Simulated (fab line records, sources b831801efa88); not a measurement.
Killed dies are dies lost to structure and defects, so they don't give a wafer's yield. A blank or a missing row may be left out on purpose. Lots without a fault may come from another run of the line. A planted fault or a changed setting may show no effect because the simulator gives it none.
Which tool did it? | flow sky130 | 13 lots, 39 wafers sampled, at 3 steps of a route of 708

WHAT THE GAUGES READ, wafer by wafer
SKY_GATE_OXIDE_THK_MEAS_02. Usual: GATE_OXIDE_OXIDATION_00_THK 10.24 nm, standard deviation 0.21.
lot  | measured     | on            | GATE_OXIDE_OXIDATION_00_THK (nm) | flag
L177 | day 13 01:24 | film_metro-02 | 10.08 10.07 10.16                |
L178 | day 13 13:40 | film_metro-01 | 9.86 9.76 9.77                   |
L179 | day 13 13:40 | film_metro-04 | 10.06 10.04 10.03                |
L180 | day 14 03:00 | film_metro-02 | 10.38 10.48 10.31                |
L181 | day 14 08:43 | film_metro-01 | 10.43 10.36 10.48                |
L182 | day 14 19:17 | film_metro-02 | 10.27 10.35 10.27                |
L185 | day 15 15:54 | film_metro-04 | 9.88 9.94 10.03                  |
L191 | day 18 02:50 | film_metro-02 | 10.15 10.29 10.13                |
L193 | day 18 21:07 | film_metro-01 | 10.30 10.46 10.42                |
L195 | day 19 05:28 | film_metro-01 | 10.56 10.41 10.37                |
L197 | day 19 23:31 | film_metro-04 | 10.32 10.54 10.43                |
L198 | day 20 09:14 | film_metro-02 | 10.11 10.23 10.27                |
L199 | day 21 07:10 | film_metro-02 | 10.17 10.19 10.30                |

SKY_POLY_GATE_CD_MEAS_22. Usual: cd_nm 150.1 nm, standard deviation 1.9.
lot  | measured     | on        | cd_nm (nm)        | flag
L177 | day 16 19:29 | cd_sem-01 | 148.8 151.2 149.0 |
L178 | day 17 07:19 | cd_sem-01 | 149.2 148.6 150.2 |
L179 | day 17 10:47 | cd_sem-02 | 147.6 150.5 148.4 |
L180 | day 17 22:35 | cd_sem-02 | 144.7 146.3 147.7 |
L181 | day 18 07:04 | cd_sem-01 | 148.2 148.4 148.2 |
L182 | day 18 15:20 | cd_sem-01 | 148.6 148.6 148.1 |
L185 | day 19 18:39 | cd_sem-01 | 150.5 150.9 152.0 |
L191 | day 22 06:37 | cd_sem-01 | 149.8 153.8 150.0 |
L193 | day 22 22:58 | cd_sem-02 | 151.4 148.5 147.5 |
L195 | day 23 08:34 | cd_sem-02 | 152.4 153.0 153.8 |
L197 | day 24 03:08 | cd_sem-02 | 150.6 152.0 147.9 |
L198 | day 24 10:31 | cd_sem-01 | 150.6 148.0 148.2 |
L199 | day 25 08:08 | cd_sem-01 | 151.3 150.1 151.2 |

WHICH TOOL RAN EACH LOT (tool, then ch and the chambers of the sampled wafers, then the start)
lot  | SKY_POLY_GATE_ETCH_15
L177 | rie_diel-01 ch 0,2, day 16 16:11
L178 | rie_diel-03 ch 1,3, day 17 05:16
L179 | rie_diel-04 ch 1,2,3, day 17 06:47
L180 | rie_diel-03 ch 2,3, day 17 20:26
L181 | rie_diel-03 ch 1,2,3, day 18 04:17
L182 | rie_diel-04 ch 0,2, day 18 13:28
L185 | rie_diel-04 ch 1,2,3, day 19 14:53
L191 | rie_diel-01 ch 1,2,3, day 22 04:55
L193 | rie_diel-03 ch 2,3, day 22 21:16
L195 | rie_diel-04 ch 0,2,3, day 23 06:32
L197 | rie_diel-04 ch 1,2,3, day 24 01:26
L198 | rie_diel-01 ch 0,2,3, day 24 08:47
L199 | rie_diel-01 ch 2,3, day 25 06:23
- SKY_POLY_GATE_ETCH_15: etches BARC in N2/H2, stops on SiO2, time 118.5 s, target depth 110 nm.

WHAT THE TOOLS THEMSELVES READ (means of the sampled wafers that have a number; where no wafer has one, the mark that the record gives instead)
SKY_POLY_GATE_ETCH_15. Usual: drypump_motor_current_A 5.9 A, standard deviation 0.52; oes_product_au 0.716 a.u., standard deviation 0.0044; throttle_valve_pct 13.212 %, standard deviation 0.0084.
lot  | tool        | drypump_motor_current_A (A) | oes_product_au (a.u.) | throttle_valve_pct (%) | flag
L177 | rie_diel-01 | 6.0                         | 0.720                 | 13.208                 |
L178 | rie_diel-03 | 5.8                         | 0.714                 | 13.214                 |
L179 | rie_diel-04 | 5.9                         | 0.720                 | 13.216                 |
L180 | rie_diel-03 | 6.2                         | 0.717                 | 13.212                 |
L181 | rie_diel-03 | 5.7                         | 0.716                 | 13.208                 |
L182 | rie_diel-04 | 6.2                         | 0.713                 | 13.217                 |
L185 | rie_diel-04 | 5.9                         | 0.716                 | 13.209                 |
L191 | rie_diel-01 | 6.0                         | 0.712                 | 13.214                 |
L193 | rie_diel-03 | 5.6                         | 0.716                 | 13.215                 |
L195 | rie_diel-04 | 6.2                         | 0.720                 | 13.215                 |
L197 | rie_diel-04 | 5.9                         | 0.717                 | 13.216                 |
L198 | rie_diel-01 | 6.0                         | 0.714                 | 13.205                 |
L199 | rie_diel-01 | 6.1                         | 0.717                 | 13.214                 |

THE ANSWER, worked out from the rows above alone
Rule: a lot is off if the mean of its wafers that have a number lies more than 3 standard deviations from the usual mean. A lot without any number at a reading at which 4 lots or more have one is off too. The other lots that the step has rows for count as sound. The gauges are gone through in route order, then the tools' own readings, and for those a lot's mean is taken as printed above. The first step at which some lot is off is used, and at that step the reading that is off furthest; a lot without a number counts as furthest.
No lot is off at any reading shown: from this, nothing can be told.

WHAT THE SIMULATOR HAD PUT IN
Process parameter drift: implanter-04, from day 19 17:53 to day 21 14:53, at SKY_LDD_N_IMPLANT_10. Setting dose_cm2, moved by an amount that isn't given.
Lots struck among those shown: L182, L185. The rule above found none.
